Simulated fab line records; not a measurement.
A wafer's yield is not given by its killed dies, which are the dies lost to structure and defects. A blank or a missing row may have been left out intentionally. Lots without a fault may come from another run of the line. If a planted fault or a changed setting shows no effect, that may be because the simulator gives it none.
fab line records -- flow sky130
record: lots: 8, wafers: 24, last-day: 48
route steps=708 shown LDD_HVP@285 LDD_LDN@302 SD_P@329 SD_N@358 PAD_OPEN@708
lots with no fault: from the same line, run without faults
start-h: hours from the record's first day to the start of the lot's first wafer shown -- wait-h: hours from the lot's prior step to this one -- " unchanged from the row above -- L1.1+2: a row that stands for several wafers -- - value missing, or start not given -- * or withheld: withheld -- < > ~ a bound
route shown NAME@n: names a module that has steps shown in the file, with the first one's number in the route -- usual: the fault-free wafers' mean and standard deviation -- same: alike in all rows -- chamber/n: place in a boat -- sites: each site's reading -- _std_site: their standard deviation -- _edge_site: inner sites' mean taken away from outer sites' mean -- radius-mm: for every site, how far away it sits from the centre of the wafer -- mask NAME#n: copy n -- behind: tool/chamber where the wafer was last shaped -- hold: why the lot went on hold/how many hours it stayed there/how the hold came to an end -- device: names the non-switching transistor (n, p or np) -- end of line: the route-end tests of the same wafers -- for a step that has no rows: nothing shown but its recipe -- killed: not the wafer's yield, but the dies lost to structure and defects at the first sort -- map: dies across one wafer; x = killed, . = not, _ = none there
set.NAME: the setting the step ran with; set.NAME@STEP: the setting that earlier step ran with -- model.NAME: the simulator's own value behind a step, which no gauge read
one table for each step of the route and one row for each wafer, over a sample of lots
services: from which hour (start-h, from the record's first day; less than 0 if before it) a tool's chamber was out of use, for how many hours, and why
== steps ==
step: SKY_LDD_HVP_OVL_MEAS_07
usual: LDD_HVP_OVL: -0.2/1.3
lot.wafer,tool,chamber,start-h,wait-h,LDD_HVP_OVL[nm]
L486.1,overlay-02,-,494.08,0.1,0.6
L486.3,overlay-02,-,494.08,0.1,1.2
L486.5,overlay-02,-,494.08,0.1,-0.8
L487.2,overlay-02,-,495.68,0.1,-1.2
L487.3,overlay-02,-,495.68,0.1,0.4
L487.5,overlay-02,-,495.68,0.1,1.4
L488.2,overlay-01,-,514.72,0.1,-2.6
L488.5,overlay-01,-,514.72,0.1,-1.1
L488.6,overlay-01,-,514.72,0.1,-2.6
L489.1,overlay-02,-,515.01,0.1,-3.3
L489.4,overlay-02,-,515.01,0.1,0.2
L489.6,overlay-02,-,515.01,0.1,-0.1
L492.2,overlay-01,-,549.38,0.1,1.7
L492.3,overlay-01,-,549.38,0.1,0.0
L492.5,overlay-01,-,549.38,0.1,3.2
L493.1,overlay-02,-,550.37,0.1,0.0
L493.3,overlay-02,-,550.37,0.1,0.3
L493.6,overlay-02,-,550.37,0.1,-0.4
L495.2,overlay-02,-,576.82,0.1,-2.8
L495.3,overlay-02,-,576.82,0.1,-1.3
L495.5,overlay-02,-,576.82,0.1,0.6
L494.1,overlay-01,-,577.37,0.1,-0.8
L494.2,overlay-01,-,577.37,0.1,1.1
L494.5,overlay-01,-,577.37,0.1,-1.3
step: SKY_LDD_LDN_TW_MEAS_13
usual: LDD_LDN_TW: 1501/8.6
lot.wafer,tool,chamber,start-h,wait-h,LDD_LDN_TW
L486.1,film-metro-01,-,525.76,0.1,1505
L486.3,film-metro-01,-,525.76,0.1,1510
L486.5,film-metro-01,-,525.76,0.1,1504
L487.2,film-metro-04,-,526.97,0.1,1507
L487.3,film-metro-04,-,526.97,0.1,1523
L487.5,film-metro-04,-,526.97,0.1,1510
L488.2,film-metro-04,-,545.67,0.1,1518
L488.5,film-metro-04,-,545.67,0.1,1508
L488.6,film-metro-04,-,545.67,0.1,1513
L489.1,film-metro-01,-,545.91,0.1,1498
L489.4,film-metro-01,-,545.91,0.1,1493
L489.6,film-metro-01,-,545.91,0.1,1494
L492.2,film-metro-02,-,579.18,0.1,1492
L492.3,film-metro-02,-,579.18,0.1,1488
L492.5,film-metro-02,-,579.18,0.1,1495
L493.1,film-metro-01,-,579.81,0.1,1483
L493.3,film-metro-01,-,579.81,0.1,1489
L493.6,film-metro-01,-,579.81,0.1,1490
L495.2,film-metro-01,-,607.17,0.1,1492
L495.3,film-metro-01,-,607.17,0.1,1499
L495.5,film-metro-01,-,607.17,0.1,1497
L494.1,film-metro-01,-,607.31,0.1,1499
L494.2,film-metro-01,-,607.31,0.1,1499
L494.5,film-metro-01,-,607.31,0.1,1495
step: SKY_SD_P_IMPLANT_09
recipe: species: BF2, energy-kev: 20, dose-cm2: 3e+15, tilt-deg: 0
usual: implant-ion-amu: 49/0
lot.wafer,tool,chamber,start-h,wait-h,implant-ion-amu
L486.1,implanter-04,0,586.83,0.0,49
L486.3,implanter-04,0,586.83,0.0,49
L486.5,implanter-04,0,586.83,0.0,49
L487.2,implanter-01,0,589.43,0.0,49
L487.3,implanter-01,0,589.43,0.0,49
L487.5,implanter-01,0,589.43,0.0,49
L488.2,implanter-03,0,605.86,0.0,49
L488.5,implanter-03,0,605.86,0.0,49
L488.6,implanter-03,0,605.86,0.0,49
L489.1,implanter-01,0,607.93,0.0,49
L489.4,implanter-01,0,607.93,0.0,49
L489.6,implanter-01,0,607.93,0.0,49
L492.2,implanter-04,0,635.90,0.0,11
L492.3,implanter-04,0,635.90,0.0,11
L492.5,implanter-04,0,635.90,0.0,11
L493.1,implanter-04,0,638.67,0.0,11
L493.3,implanter-04,0,638.67,0.0,11
L493.6,implanter-04,0,638.67,0.0,11
L495.2,implanter-04,0,678.36,0.0,11
L495.3,implanter-04,0,678.36,0.0,11
L495.5,implanter-04,0,678.36,0.0,11
L494.1,implanter-03,0,678.98,0.0,11
L494.2,implanter-03,0,678.98,0.0,11
L494.5,implanter-03,0,678.98,0.0,11
step: SKY_SD_P_STRIP_10
recipe: chemistry: O2/N2, power-w: 1400, pressure-mtorr: 1500, platen-temp-c: withheld, o2-flow-sccm: 3000, n2-flow-sccm: 300, overash-fraction: 0.5
usual: chamber-pressure-mTorr: 1499.9/1.3, drypump-motor-current-A: 5.7/0.57, oes-product-au: 0.617/0.0041, strip-time-to-endpoint-s: 17.49/0.046
lot.wafer,tool,chamber,start-h,wait-h,chamber-pressure-mTorr,drypump-motor-current-A,oes-product-au,rf-hours-counter-h,strip-time-to-endpoint-s
L486.1,plasma-asher-03,1,586.98,0.1,1499.5,5.3,0.613,80,17.52
L486.3,plasma-asher-03,1,586.98,0.1,1500.4,5.3,0.611,-,17.49
L486.5,plasma-asher-03,0,586.98,0.1,1498.6,5.8,0.616,-,17.52
L487.2,plasma-asher-03,0,589.55,0.1,1503.6,5.8,0.617,80,17.48
L487.3,plasma-asher-03,0,589.55,0.1,1500.9,5.8,0.614,-,17.50
L487.5,plasma-asher-03,0,589.55,0.1,1499.6,5.8,0.615,-,17.54
L488.2,plasma-asher-03,0,605.98,0.1,1499.0,5.8,0.609,82,17.50
L488.5,plasma-asher-03,1,605.98,0.1,1500.9,5.3,0.626,-,17.46
L488.6,plasma-asher-03,0,605.98,0.1,1498.7,5.8,0.612,-,17.46
L489.1,plasma-asher-04,0,608.08,0.1,1498.5,6.5,0.614,93,17.45
L489.4,plasma-asher-04,1,608.08,0.1,1499.6,4.7,0.616,-,17.47
L489.6,plasma-asher-04,1,608.08,0.1,1501.8,4.7,0.616,-,17.48
L492.2,plasma-asher-04,1,636.02,0.1,1499.5,4.7,0.601,96,18.13
L492.3,plasma-asher-04,1,636.02,0.1,1501.5,4.7,0.603,-,18.17
L492.5,plasma-asher-04,0,636.02,0.1,1501.0,6.5,0.598,-,18.16
L493.1,plasma-asher-04,1,638.82,0.1,1500.9,4.7,0.601,97,18.20
L493.3,plasma-asher-04,1,638.82,0.1,1499.7,4.7,0.601,-,18.16
L493.6,plasma-asher-04,0,638.82,0.1,1499.9,6.5,0.602,-,18.16
L495.2,plasma-asher-04,0,678.48,0.1,1498.9,6.5,0.604,101,18.12
L495.3,plasma-asher-04,0,678.48,0.1,1500.5,6.5,0.599,-,18.12
L495.5,plasma-asher-04,0,678.48,0.1,1499.2,6.5,0.611,-,18.09
L494.1,plasma-asher-01,0,679.13,0.1,1498.9,6.2,0.607,51,18.17
L494.2,plasma-asher-01,1,679.13,0.1,1500.6,5.5,0.602,51,18.15
L494.5,plasma-asher-01,1,679.13,0.1,1498.7,5.5,0.602,-,18.21
step: SKY_SD_P_TW_MEAS_11
usual: SD_P_TW: 2861/27
lot.wafer,tool,chamber,start-h,wait-h,SD_P_TW
L486.1,film-metro-04,-,587.08,0.1,2884
L486.3,film-metro-04,-,587.08,0.1,2886
L486.5,film-metro-04,-,587.08,0.1,2879
L487.2,film-metro-03,-,589.66,0.1,2804
L487.3,film-metro-03,-,589.66,0.1,2816
L487.5,film-metro-03,-,589.66,0.1,2815
L488.2,film-metro-03,-,606.09,0.1,2829
L488.5,film-metro-03,-,606.09,0.1,2833
L488.6,film-metro-03,-,606.09,0.1,2823
L489.1,film-metro-01,-,608.18,0.1,2866
L489.4,film-metro-01,-,608.18,0.1,2859
L489.6,film-metro-01,-,608.18,0.1,2844
L492.2,film-metro-04,-,636.13,0.1,2121
L492.3,film-metro-04,-,636.13,0.1,2117
L492.5,film-metro-04,-,636.13,0.1,2132
L493.1,film-metro-04,-,638.92,0.1,2113
L493.3,film-metro-04,-,638.92,0.1,2113
L493.6,film-metro-04,-,638.92,0.1,2123
L495.2,film-metro-01,-,678.59,0.1,2111
L495.3,film-metro-01,-,678.59,0.1,2111
L495.5,film-metro-01,-,678.59,0.1,2109
L494.1,film-metro-01,-,679.23,0.1,2114
L494.2,film-metro-01,-,679.23,0.1,2113
L494.5,film-metro-01,-,679.23,0.1,2117
step: SKY_SD_N_RS_MEAS_16
recipe: thk-meas-gauge: four-point-probe
usual: SD_N_RS: 68.55/0.097
lot.wafer,tool,chamber,start-h,wait-h,SD_N_RS[ohm/sq]
L486.1,film-metro-04,-,644.47,0.1,68.63
L486.3,film-metro-04,-,644.47,0.1,68.51
L486.5,film-metro-04,-,644.47,0.1,68.64
L487.2,film-metro-04,-,647.08,0.1,68.66
L487.3,film-metro-04,-,647.08,0.1,68.53
L487.5,film-metro-04,-,647.08,0.1,68.63
L488.2,film-metro-03,-,662.49,0.1,68.54
L488.5,film-metro-03,-,662.49,0.1,68.58
L488.6,film-metro-03,-,662.49,0.1,68.46
L489.1,film-metro-01,-,663.58,0.1,68.63
L489.4,film-metro-01,-,663.58,0.1,68.60
L489.6,film-metro-01,-,663.58,0.1,68.66
L492.2,film-metro-03,-,693.48,0.1,68.60
L492.3,film-metro-03,-,693.48,0.1,68.81
L492.5,film-metro-03,-,693.48,0.1,68.54
L493.1,film-metro-01,-,695.07,0.1,68.57
L493.3,film-metro-01,-,695.07,0.1,68.41
L493.6,film-metro-01,-,695.07,0.1,68.60
L495.2,film-metro-01,-,734.33,0.1,68.63
L495.3,film-metro-01,-,734.33,0.1,68.57
L495.5,film-metro-01,-,734.33,0.1,68.57
L494.1,film-metro-04,-,735.50,0.1,68.64
L494.2,film-metro-04,-,735.50,0.1,68.55
L494.5,film-metro-04,-,735.50,0.1,68.48
step: SKY_SD_N_RS_MEAS_17
recipe: thk-meas-gauge: four-point-probe
usual: SD_P_RS: 147.0/0.35
lot.wafer,tool,chamber,start-h,wait-h,SD_P_RS[ohm/sq]
L486.1,film-metro-04,-,644.59,0.1,147.5
L486.3,film-metro-04,-,644.59,0.1,147.4
L486.5,film-metro-04,-,644.59,0.1,147.4
L487.2,film-metro-04,-,647.20,0.1,147.0
L487.3,film-metro-04,-,647.20,0.1,147.0
L487.5,film-metro-04,-,647.20,0.1,146.7
L488.2,film-metro-03,-,662.61,0.1,147.1
L488.5,film-metro-03,-,662.61,0.1,147.1
L488.6,film-metro-03,-,662.61,0.1,146.9
L489.1,film-metro-01,-,663.70,0.1,146.7
L489.4,film-metro-01,-,663.70,0.1,147.4
L489.6,film-metro-01,-,663.70,0.1,147.7
L492.2,film-metro-03,-,693.60,0.1,52.2
L492.3,film-metro-03,-,693.60,0.1,52.2
L492.5,film-metro-03,-,693.60,0.1,52.1
L493.1,film-metro-01,-,695.19,0.1,52.2
L493.3,film-metro-01,-,695.19,0.1,52.2
L493.6,film-metro-01,-,695.19,0.1,52.1
L495.2,film-metro-01,-,734.45,0.1,52.1
L495.3,film-metro-01,-,734.45,0.1,51.9
L495.5,film-metro-01,-,734.45,0.1,52.1
L494.1,film-metro-04,-,735.62,0.1,52.0
L494.2,film-metro-04,-,735.62,0.1,52.2
L494.5,film-metro-04,-,735.62,0.1,52.0
step: SKY_PAD_OPEN_PROBE_99
usual: killed_at_M0_to_M3: 43/6.4, killed_at_M4_up: 2.9/1.7, killed-at-contacts: 24/5, killed-at-front-end: 15/4, killed-at-other: 0.4/0.62, killed-dies: 86/9.3, killed-open: 47/6.8, killed-short: 38/5.8
same: gross-dies: 492, killed-at-back-side: 0
lot.wafer,tool,chamber,start-h,wait-h,killed_at_M0_to_M3,killed_at_M4_up,killed-at-contacts,killed-at-front-end,killed-at-other,killed-dies,killed-open,killed-short
L486.1,prober-02,-,1072.64,0.1,43,4,33,12,0,92,51,40
L486.3,prober-02,-,1072.74,0.2,53,4,21,15,1,94,48,46
L486.5,prober-02,-,1072.84,0.2,51,1,30,18,0,100,50,49
L487.2,prober-01,-,1076.14,0.1,31,4,22,16,0,73,37,36
L487.3,prober-01,-,1076.19,0.2,34,0,15,18,1,68,33,33
L487.5,prober-01,-,1076.29,0.2,45,0,30,16,0,91,54,37
L488.2,prober-02,-,1085.85,0.1,39,4,36,10,0,89,46,43
L488.5,prober-02,-,1086.00,0.2,42,1,19,10,0,72,39,32
L488.6,prober-02,-,1086.05,0.2,43,1,34,16,0,94,48,46
L489.1,prober-01,-,1087.75,0.1,39,3,20,12,0,74,38,36
L489.4,prober-01,-,1087.90,0.2,36,5,27,14,2,84,40,43
L489.6,prober-01,-,1088.00,0.2,40,4,22,22,1,89,60,29
killed by level:class
L486.1 LI_CONTACT:geometric-particle:open=10 VIA3:geometric-particle:open=10 CONTACT:geometric-particle:open=9 LI_CONTACT:geometric-particle:short=8 VIA1:geometric-particle:open=8 METAL1:geometric-particle:short=5 CONTACT:geometric-particle:short=4 VIA2:geometric-particle:open=4
L486.3 VIA1:geometric-particle:open=10 VIA2:geometric-particle:open=10 LI_CONTACT:geometric-particle:short=9 VIA3:geometric-particle:open=8 CONTACT:geometric-particle:open=6 VIA3:geometric-particle:short=5 VIA1:geometric-particle:short=5 VIA2:geometric-particle:short=5
L486.5 VIA1:geometric-particle:open=10 METAL1:geometric-particle:short=9 VIA3:geometric-particle:open=9 CONTACT:geometric-particle:open=8 LI_CONTACT:geometric-particle:open=6 VIA2:geometric-particle:open=6 CONTACT:geometric-particle:short=6 LOCAL_INTERCONNECT:geometric-particle:short=5
L487.2 VIA1:geometric-particle:open=8 CONTACT:geometric-particle:open=7 LOCAL_INTERCONNECT:geometric-particle:short=5 POLY_GATE:geometric-particle:short=4 POLY_GATE:geometric-particle:open=4 LI_CONTACT:geometric-particle:open=4 VIA1:geometric-particle:short=4 METAL2:geometric-particle:short=4
L487.3 VIA3:geometric-particle:short=7 CONTACT:geometric-particle:open=6 VIA3:geometric-particle:open=6 FIELD_ISO:geometric-particle:short=5 POLY_GATE:geometric-particle:open=5 VIA1:geometric-particle:open=5 VIA2:geometric-particle:open=5 VIA1:geometric-particle:short=4
L487.5 VIA1:geometric-particle:open=14 CONTACT:geometric-particle:open=10 LI_CONTACT:geometric-particle:open=8 VIA2:geometric-particle:open=7 FIELD_ISO:geometric-particle:short=6 CONTACT:geometric-particle:short=6 VIA1:geometric-particle:short=6 POLY_GATE:geometric-particle:open=4
L488.2 CONTACT:geometric-particle:open=12 LOCAL_INTERCONNECT:geometric-particle:short=8 VIA1:geometric-particle:open=8 CONTACT:geometric-particle:short=6 VIA3:geometric-particle:open=6 VIA3:geometric-particle:short=6 VIA2:geometric-particle:open=5 LOCAL_INTERCONNECT:geometric-particle:open=4
L488.5 VIA1:geometric-particle:open=10 VIA3:geometric-particle:open=6 LI_CONTACT:geometric-particle:open=5 LOCAL_INTERCONNECT:geometric-particle:short=5 VIA2:geometric-particle:open=5 METAL1:geometric-particle:short=4 METAL3:geometric-particle:short=3 CONTACT:geometric-particle:short=3
L488.6 LI_CONTACT:geometric-particle:open=13 CONTACT:geometric-particle:open=12 VIA1:geometric-particle:short=10 VIA1:geometric-particle:open=8 METAL2:geometric-particle:short=8 FIELD_ISO:geometric-particle:short=5 LOCAL_INTERCONNECT:geometric-particle:short=4 FIELD_ISO:geometric-particle:open=3
L489.1 VIA1:geometric-particle:open=10 CONTACT:geometric-particle:open=9 METAL2:geometric-particle:short=7 METAL1:geometric-particle:short=6 VIA3:geometric-particle:open=5 LI_CONTACT:geometric-particle:open=5 LI_CONTACT:geometric-particle:short=4 FIELD_ISO:geometric-particle:short=3
L489.4 LI_CONTACT:geometric-particle:open=11 CONTACT:geometric-particle:open=7 VIA2:geometric-particle:open=6 POLY_GATE:geometric-particle:short=5 VIA3:geometric-particle:short=5 METAL2:geometric-particle:short=4 METAL1:geometric-particle:short=4 VIA2:geometric-particle:short=4
L489.6 CONTACT:geometric-particle:open=10 VIA1:geometric-particle:open=9 FIELD_ISO:geometric-particle:open=8 VIA2:geometric-particle:open=6 LI_CONTACT:geometric-particle:open=5 VIA1:geometric-particle:short=5 VIA3:geometric-particle:open=5 METAL3:geometric-particle:open=4
== services ==
tool,chamber,start-h,hours,kind
implanter-04,-,569.88,5.2,pm
implanter-03,-,572.96,3.5,repair
implanter-03,-,606.03,4.0,pm
plasma-asher-01,-,606.77,4.9,repair
plasma-asher-03,-,632.64,8.8,repair
implanter-04,-,633.05,2.7,repair
implanter-03,-,644.25,3.0,pm
plasma-asher-03,-,654.59,32.7,pm
implanter-04,-,671.57,1.9,repair
== key ==
first-sign: step: SKY_SD_P_IMPLANT_09, reading: implant-ion-amu, direction: down, sigmas: 99+, usual: 49, struck: 11
effect: step: SKY_SD_P_STRIP_10, reading: strip-time-to-endpoint-s, direction: up, sigmas: 14, usual: *, struck: *
effect: step: SKY_SD_P_TW_MEAS_11, reading: SD_P_TW, direction: down, sigmas: 28, usual: 2861, struck: 2116
effect: step: SKY_SD_N_RS_MEAS_17, reading: SD_P_RS, direction: down, sigmas: 99+, usual: 147.0, struck: 52.1
met-at SKY_SD_P_IMPLANT_09
struck-lots L492,L493,L494,L495
tester-left-out L492,L493,L494,L495
not-acting-at SKY_LDD_HVP_OVL_MEAS_07,SKY_LDD_LDN_TW_MEAS_13,SKY_SD_N_RS_MEAS_16
onset-between 607.93 635.90
fault: kind: wrong-recipe-download, tool: implanter-01,implanter-03,implanter-04, chamber: -, onset-h: 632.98, steps: SKY_SD_P_IMPLANT_09, wrong-recipe.not-listed: 1
tester-left-out: of these lots the tester's yield and bins aren't shown, on N5 and GAA mostly nor the transistor test; their killed dies are dies lost to structure and defects alone, not to doping, threshold or leakage, so they don't give the yield
